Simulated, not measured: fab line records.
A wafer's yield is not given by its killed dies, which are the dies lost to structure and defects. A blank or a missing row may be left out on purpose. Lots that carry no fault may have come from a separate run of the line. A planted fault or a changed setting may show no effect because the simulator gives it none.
Which tool is to blame?	flow sfq_line	Sampling: 16 lots, 48 wafers, 2 of 325 route steps

## WHAT THE GAUGES READ, wafer by wafer
SFQ_M2_RS_MEAS_914: a four-point-probe measurement. Usual: for M2_NB_RS the level is 0.893 ohm/sq and the standard deviation is 0.011.
lot	measured	on	M2_NB_RS (ohm/sq)	flag
L908	day 15 11:31	film_metro-03	0.904 0.894 0.903	
L909	day 15 13:54	film_metro-03	0.907 0.880 0.909	
L910	day 15 21:07	film_metro-01	0.908 0.897 0.893	
L911	day 16 08:30	film_metro-03	0.895 0.874 0.873	
L912	day 16 20:59	film_metro-03	0.883 0.883 0.889	
L913	day 17 03:34	film_metro-03	0.894 0.894 0.896	
L914	day 17 09:31	film_metro-04	0.878 0.868 0.882	
L915	day 17 18:32	film_metro-01	0.896 0.896 0.895	
L917	day 18 13:05	film_metro-04	0.893 0.887 0.887	
L918	day 18 19:01	film_metro-03	0.893 0.901 0.893	
L919	day 18 21:25	film_metro-01	0.881 0.885 0.889	
L921	day 19 10:37	film_metro-04	0.887 0.889 0.888	
L924	day 20 13:47	film_metro-01	1.073 1.054 1.060	OFF
L925	day 21 01:49	film_metro-04	1.052 1.048 1.063	OFF
L926	day 21 07:46	film_metro-01	1.076 1.075 1.065	OFF
L927	day 21 22:11	film_metro-04	1.056 1.045 1.058	OFF

## EACH LOT AND THE TOOL THAT RAN IT (in order: tool; ch and the chambers of the sampled wafers; start)
lot	SFQ_TRILAYER_M2_DEP_SPUTTER_055
L908	pvd_sputter-06, day 15 11:25
L909	pvd_sputter-03, day 15 13:49
L910	pvd_sputter-06, day 15 21:01
L911	pvd_sputter-03, day 16 08:25
L912	pvd_sputter-03, day 16 20:50
L913	pvd_sputter-05, day 17 03:26
L914	pvd_sputter-03, day 17 09:26
L915	pvd_sputter-06, day 17 18:26
L917	pvd_sputter-06, day 18 12:56
L918	pvd_sputter-06, day 18 18:56
L919	pvd_sputter-06, day 18 21:20
L921	pvd_sputter-05, day 19 10:32
L924	pvd_sputter-06, day 20 13:41
L925	pvd_sputter-06, day 21 01:41
L926	pvd_sputter-06, day 21 07:41
L927	pvd_sputter-06, day 21 22:05
- SFQ_TRILAYER_M2_DEP_SPUTTER_055: material Nb, target thk 200 nm, time 133.3 s.

## WHAT THE TOOLS THEMSELVES READ (means of the sampled wafers that have a number; where no wafer has one, the mark that the record gives instead)
SFQ_TRILAYER_M2_DEP_SPUTTER_055. Usual: throttle_valve_pct 29.7 %, standard deviation 1.2.
lot	tool	throttle_valve_pct (%)	flag
L908	pvd_sputter-06	29.2	
L909	pvd_sputter-03	29.6	
L910	pvd_sputter-06	29.3	
L911	pvd_sputter-03	30.0	
L912	pvd_sputter-03	30.8	
L913	pvd_sputter-05	31.0	
L914	pvd_sputter-03	30.6	
L915	pvd_sputter-06	30.1	
L917	pvd_sputter-06	29.1	
L918	pvd_sputter-06	29.5	
L919	pvd_sputter-06	28.7	
L921	pvd_sputter-05	31.0	
L924	pvd_sputter-06	29.5	
L925	pvd_sputter-06	30.3	
L926	pvd_sputter-06	29.4	
L927	pvd_sputter-06	29.2	

## THE ANSWER, worked out from the rows above alone
Rule: a lot counts as off when the mean over its wafers that have a number is more than 3 standard deviations away from the usual mean. Also off: a lot with no number at a reading for which 4 or more lots have one. Where the step has rows for the other lots, those lots are counted as sound. The gauges are gone through in route order, then the tools' own readings, and for those a lot's mean is taken as printed above. At the first step where some lot is off, the reading lying furthest off is the one used; lots without a number count as furthest.
Off: L924, L925, L926, L927, at SFQ_M2_RS_MEAS_914 (M2_NB_RS).
A tool fits if, at a process step before that reading, it ran every lot that is off, and no sound lot after the first of them. Those tools and the gauges at SFQ_M2_RS_MEAS_914 are tried in the same way. One fits: SFQ_TRILAYER_M2_DEP_SPUTTER_055 on pvd_sputter-06. A fault onset in the window from L919 (day 18 21:20, its last sound lot) to L924 (day 20 13:41, its first lot off) fits.

## WHAT HAD BEEN PUT IN BY THE SIMULATOR
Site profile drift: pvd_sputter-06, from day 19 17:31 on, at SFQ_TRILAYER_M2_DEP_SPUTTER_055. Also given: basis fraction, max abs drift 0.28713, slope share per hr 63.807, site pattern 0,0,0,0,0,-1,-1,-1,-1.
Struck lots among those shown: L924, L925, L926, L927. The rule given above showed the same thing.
